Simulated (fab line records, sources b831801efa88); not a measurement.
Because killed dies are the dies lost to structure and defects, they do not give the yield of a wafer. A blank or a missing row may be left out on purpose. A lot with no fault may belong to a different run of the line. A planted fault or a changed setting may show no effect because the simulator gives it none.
Chamber matching ; flow gf180mcu ; GF_PASSIVATION_ETCH_11 on rie-diel-04: 4 sister chambers
The step etches the open film in CF4/O2, stops on TiN, target depth 1800 nm, time 400 s. 14 wafers are shown with their chamber, then 7 later ones without.

== WAFERS WITH THEIR CHAMBER ==
wafer;chamber;drypump-motor-current-A (A);throttle-valve-pct (%);oes-product-au (a.u.)
L654.1;3;5.2;5.951;0.950
L654.3;1;5.9;5.959;0.943
L654.6;1;5.9;5.969;0.954
L660.2;0;6.3;5.959;0.951
L660.4;1;5.9;5.969;0.965
L660.5;1;5.9;5.976;0.975
L662.1;0;6.2;5.967;0.957
L662.2;2;5.7;5.949;0.967
L662.6;0;6.2;5.962;0.972
L663.3;3;5.2;5.954;0.957
L663.5;1;5.9;5.952;0.967
L663.6;0;6.2;5.953;0.966
L664.2;3;5.2;5.949;0.957
L664.3;2;5.7;5.952;0.963

SIGNATURES, as means of the wafers listed above
reading;chamber 0;chamber 1;chamber 2;chamber 3;scatter within a chamber
drypump-motor-current-A;6.225;5.900;5.700;5.200;0.0274
throttle-valve-pct;5.96025;5.96500;5.95050;5.95133;0.00691
oes-product-au;0.96150;0.96080;0.96500;0.95467;0.0096
Rule: a wafer lies at a distance from a chamber equal to the root of the sum of squares, over the readings, of (its reading less the chamber's mean, divided by the reading's scatter). If the next closest chamber is less than 2 further off than the closest, the wafer can't be placed; otherwise it belongs to the closest. The scatter is the square root of a quotient: the sum, over the shown wafers, of each reading's squared deviation from its chamber's mean, divided by wafers minus chambers.

== WAFERS MISSING THEIR CHAMBER ==
wafer;drypump-motor-current-A (A);throttle-valve-pct (%);oes-product-au (a.u.)
L664.4;6.2;5.947;0.975
L669.1;5.9;5.948;0.963
L669.3;5.7;5.958;0.961
L669.4;6.3;5.952;0.969
L670.1;5.2;5.967;0.962
L670.3;5.9;5.974;0.947
L670.5;5.2;5.961;0.968

== THE CHAMBER EACH PASSED THROUGH ==
wafer;from the rows above;in truth
L664.4;0;0
L669.1;1;1
L669.3;2;2
L669.4;0;0
L670.1;3;3
L670.3;1;1
L670.5;3;3
7 of 7 placed correctly. Can't be placed from these rows: 0. 0 placed wrongly.
